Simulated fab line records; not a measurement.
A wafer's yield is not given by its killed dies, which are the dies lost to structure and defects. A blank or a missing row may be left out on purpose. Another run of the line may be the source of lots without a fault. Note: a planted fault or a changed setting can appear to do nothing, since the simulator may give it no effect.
Which tool was responsible?	flow sky130	14 lots with 42 wafers sampled at 4 steps, on a route of 708 steps

== WHAT EACH GAUGE READ, for each wafer ==
SKY_VIA3_THK_MEAS_23: measures by xrf.
lot	measured	on	VIA3_W_THK (nm)
L194	day 39 20:39	filmMetro-01	396 387 397
L195	day 40 02:20	filmMetro-01	387 380 389
L198	day 41 15:43	filmMetro-01	389 386 383
L196	day 41 22:05	filmMetro-04	388 391 405
L199	day 42 03:32	filmMetro-03	387 379 385
L201	day 42 03:47	filmMetro-01	377 388 380
L202	day 43 10:13	filmMetro-01	374 378 400
L203	day 43 11:21	filmMetro-03	387 389 388
L205	day 43 11:26	filmMetro-04	378 396 390
L206	day 43 15:13	filmMetro-01	396 398 394
L207	day 43 21:16	filmMetro-04	400 383 394
L209	day 44 06:28	filmMetro-01	377 376 395
L212	day 45 06:47	filmMetro-01	389 376 391
L216	day 45 19:37	filmMetro-03	383 382 376

SKY_PAD_OPEN_BOW_MEAS_13.
lot	measured	on	PAD_OPEN_BOW (um)
L194	day 45 23:32	filmMetro-02	48 50 47
L195	day 46 02:11	filmMetro-02	52 51 45
L198	day 47 11:19	filmMetro-02	47 46 52
L196	day 47 16:22	filmMetro-03	48 50 42
L199	day 47 19:22	filmMetro-01	48 46 52
L201	day 47 22:14	filmMetro-02	61 62 53
L202	day 49 00:16	filmMetro-02	45 43 67
L203	day 49 00:42	filmMetro-01	38 34 34
L205	day 49 01:45	filmMetro-02	33 43 40
L206	day 49 01:43	filmMetro-03	60 65 57
L207	day 49 05:37	filmMetro-03	58 55 61
L209	day 49 13:55	filmMetro-01	28 47 46
L212	day 50 06:20	filmMetro-03	40 42 42
L216	day 50 18:06	filmMetro-03	57 53 46

== EACH LOT AND THE TOOL THAT RAN IT (in order: tool; ch and the chambers of the sampled wafers; start) ==
lot	SKY_PAD_OPEN_EXPOSE_04	SKY_PAD_OPEN_STRIP_08
L194	ilineStepper-01 ch 0, day 45 11:06	plasmaAsher-04 ch 0,1, day 45 21:24
L195	ilineStepper-02 ch 0, day 45 13:10	plasmaAsher-04 ch 0,1, day 46 00:03
L198	ilineStepper-01 ch 0, day 46 23:23	plasmaAsher-02 ch 0,1, day 47 09:13
L196	ilineStepper-02 ch 0, day 47 04:21	plasmaAsher-04 ch 0,1, day 47 13:29
L199	ilineStepper-02 ch 0, day 47 07:41	plasmaAsher-04 ch 0,1, day 47 17:11
L201	ilineStepper-02 ch 0, day 47 10:02	plasmaAsher-04 ch 0,1, day 47 20:07
L202	ilineStepper-02 ch 0, day 48 11:55	plasmaAsher-03 ch 0,1, day 48 21:49
L203	ilineStepper-02 ch 0, day 48 12:19	plasmaAsher-03 ch 0,1, day 48 22:10
L205	ilineStepper-01 ch 0, day 48 12:53	plasmaAsher-04 ch 0,1, day 48 22:24
L206	ilineStepper-01 ch 0, day 48 13:41	plasmaAsher-04 ch 0, day 48 23:16
L207	ilineStepper-01 ch 0, day 48 19:24	plasmaAsher-03 ch 0,1, day 49 03:20
L209	ilineStepper-01 ch 0, day 49 02:55	plasmaAsher-02 ch 0,1, day 49 11:49
L212	ilineStepper-01 ch 0, day 49 21:18	plasmaAsher-04 ch 0,1, day 50 03:35
L216	ilineStepper-01 ch 0, day 50 09:04	plasmaAsher-02 ch 0,1, day 50 15:50
- SKY_PAD_OPEN_EXPOSE_04: exposes mask PDM, target cd 60000 nm.
- SKY_PAD_OPEN_STRIP_08: strips in O2/N2.

== AS READ BY THE TOOLS THEMSELVES (means over the sampled wafers that have a number; for cases with no such wafer, the mark the record gives instead) ==
SKY_PAD_OPEN_EXPOSE_04.
lot	tool	exposureDoseMJCm2
L194	ilineStepper-01	260.08
L195	ilineStepper-02	260.11
L198	ilineStepper-01	260.12
L196	ilineStepper-02	259.87
L199	ilineStepper-02	263.97
L201	ilineStepper-02	263.77
L202	ilineStepper-02	264.26
L203	ilineStepper-02	263.93
L205	ilineStepper-01	259.81
L206	ilineStepper-01	260.31
L207	ilineStepper-01	259.60
L209	ilineStepper-01	259.95
L212	ilineStepper-01	259.92
L216	ilineStepper-01	259.99

SKY_PAD_OPEN_STRIP_08.
lot	tool	drypumpMotorCurrentA (A)	oesProductAu (a.u.)
L194	plasmaAsher-04	5.5	0.662
L195	plasmaAsher-04	5.5	0.665
L198	plasmaAsher-02	5.2	0.661
L196	plasmaAsher-04	5.5	0.664
L199	plasmaAsher-04	5.5	0.659
L201	plasmaAsher-04	5.5	0.664
L202	plasmaAsher-03	6.3	0.665
L203	plasmaAsher-03	6.3	0.662
L205	plasmaAsher-04	5.5	0.661
L206	plasmaAsher-04	6.2	0.663
L207	plasmaAsher-03	6.0	0.660
L209	plasmaAsher-02	5.3	0.666
L212	plasmaAsher-04	5.8	0.662
L216	plasmaAsher-02	5.3	0.667

== THE ANSWER, worked out from the rows above alone ==
Rule: the lots themselves supply what counts as usual. The widest of any qualifying gaps counts: lots, ordered by their means at a reading, are off when they make up no more than a third of the lots, leave a main group of 4 or more, and stand apart from it by 3 or more times the standard deviation of that group's means. The tables above print the reading to a certain number of digits; a main group whose means all agree to those digits is not used. A lot without any number at a reading at which 4 lots or more have one is off too. All remaining lots with rows at the step are treated as sound. First the gauges in route order, then the tools' own readings, where a lot's mean is used as printed above. The first step at which some lot is off is used, and at that step the reading that is off furthest; a lot without a number counts as furthest.
Off at SKY_PAD_OPEN_EXPOSE_04 (exposureDoseMJCm2): L199, L201, L202, L203. The main group has a mean of 259.98 with a standard deviation of 0.19.
A tool fits if, at that step or a process step before it, it ran every lot that is off, and no sound lot after the first of them. One candidate fits, namely ilineStepper-02 at SKY_PAD_OPEN_EXPOSE_04. Its last sound lot is L196 (day 47 04:21), its first lot that is off L199 (day 47 07:41): a fault that began between those two fits.
The tool's own readings at SKY_PAD_OPEN_EXPOSE_04 bear it out: on the lots that are off they differ by more than 5 times the standard deviation of the sound lots' means. exposureDoseMJCm2 reads 263.98 there against 259.98 on the sound lots.

== WHAT THE SIMULATOR HAD PUT IN ==
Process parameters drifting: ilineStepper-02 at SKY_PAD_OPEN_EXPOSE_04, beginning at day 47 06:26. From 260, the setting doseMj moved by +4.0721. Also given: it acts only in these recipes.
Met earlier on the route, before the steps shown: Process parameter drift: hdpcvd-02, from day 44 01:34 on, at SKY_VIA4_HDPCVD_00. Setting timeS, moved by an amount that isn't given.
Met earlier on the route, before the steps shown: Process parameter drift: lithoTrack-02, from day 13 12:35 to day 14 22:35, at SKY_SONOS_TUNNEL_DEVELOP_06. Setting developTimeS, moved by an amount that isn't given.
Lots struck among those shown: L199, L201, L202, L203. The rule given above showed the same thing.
